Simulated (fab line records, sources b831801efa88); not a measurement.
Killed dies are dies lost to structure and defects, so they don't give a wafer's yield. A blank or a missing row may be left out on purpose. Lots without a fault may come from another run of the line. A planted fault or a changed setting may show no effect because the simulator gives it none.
Problem report in the 8D (eight disciplines) form, filled by code | flow gf180mcu | the parts of the form that need people (team, actions taken, sign-off) are left out

1. THE PROBLEM
strip_time_to_endpoint_s at GF_M1_STRIP_17 reads a mean of 6.71 s on 6 wafers of 2 lots; wafers without a fault read 7.43 s with a standard deviation of 0.062. That is -12 standard deviations from the usual mean.
The step: strips in O2/N2.
First seen on wafer L976.1, day 18 13:47, on plasma_asher-02. The record holds 36 wafers of 13 lots with a number at this step. Rule for "out", or "out of limits": more than 4 standard deviations from the usual mean. The other wafers with a number count as sound.

2. WHAT IT IS AND WHAT IT IS NOT
question                    | is                       | is not
which readings at this step | strip_time_to_endpoint_s | drypump_motor_current_A, heater_power_w
which lots                  | L976, L977               | L972, L973, L974, L975, L985, L987, L988, L991, L992, L993, L994
which wafers of those lots  | all that have a number   | -
read on which tools         | plasma_asher-02          | plasma_asher-03, plasma_asher-04
when                        | from day 18 13:47        | up to then (11 sound wafers); but 19 sound wafers of L985, L987, L988, L991, L992, L993, L994 came after

3. SUSPECTS, AND WHAT RULES EACH OUT
Counting: a tool at a process step up to the reading stays a suspect if it ran every lot that is out and no sound lot after the first of them.
- plasma_asher-02 at GF_M1_STRIP_17 (strips in O2/N2): ruled out as a lasting fault. Sound lots L991 ran on it after its first lot that is out, L976 (day 18 13:47).
Left after counting: nothing in the record.

4. THE CAUSE (what the simulator had put in)
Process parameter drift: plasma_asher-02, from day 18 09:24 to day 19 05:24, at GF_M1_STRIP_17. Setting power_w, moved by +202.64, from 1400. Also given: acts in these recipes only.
Counting ruled it out, wrongly.

5. THE CHAIN OF EFFECTS, in route order
Each row: a reading whose mean over the struck wafers that have a number lies more than 3 standard deviations from the usual. Only readings for which the record gives a usual standard deviation are gone through. hours: the time from each lot's start at the first step in this table that gives one to its start at this step, as a median over the lots. sigmas: the change in usual standard deviations.
hours | step           | reading                  | usual  | on struck wafers | change | sigmas
0     | GF_M1_STRIP_17 | strip_time_to_endpoint_s | 7.43 s | 6.71             | -0.72  | -12
The process steps in it:
- GF_M1_STRIP_17: strips in O2/N2.
Later measuring or inspecting steps at which every struck wafer that the step has a row for has a number for every such reading, and none has moved that far: GF_M2_RS_MEAS_05.

6. WHAT WOULD HAVE CAUGHT IT SOONER
In this record the first reading out of limits was taken at day 18 13:47, 4 hours after the fault began at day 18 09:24.
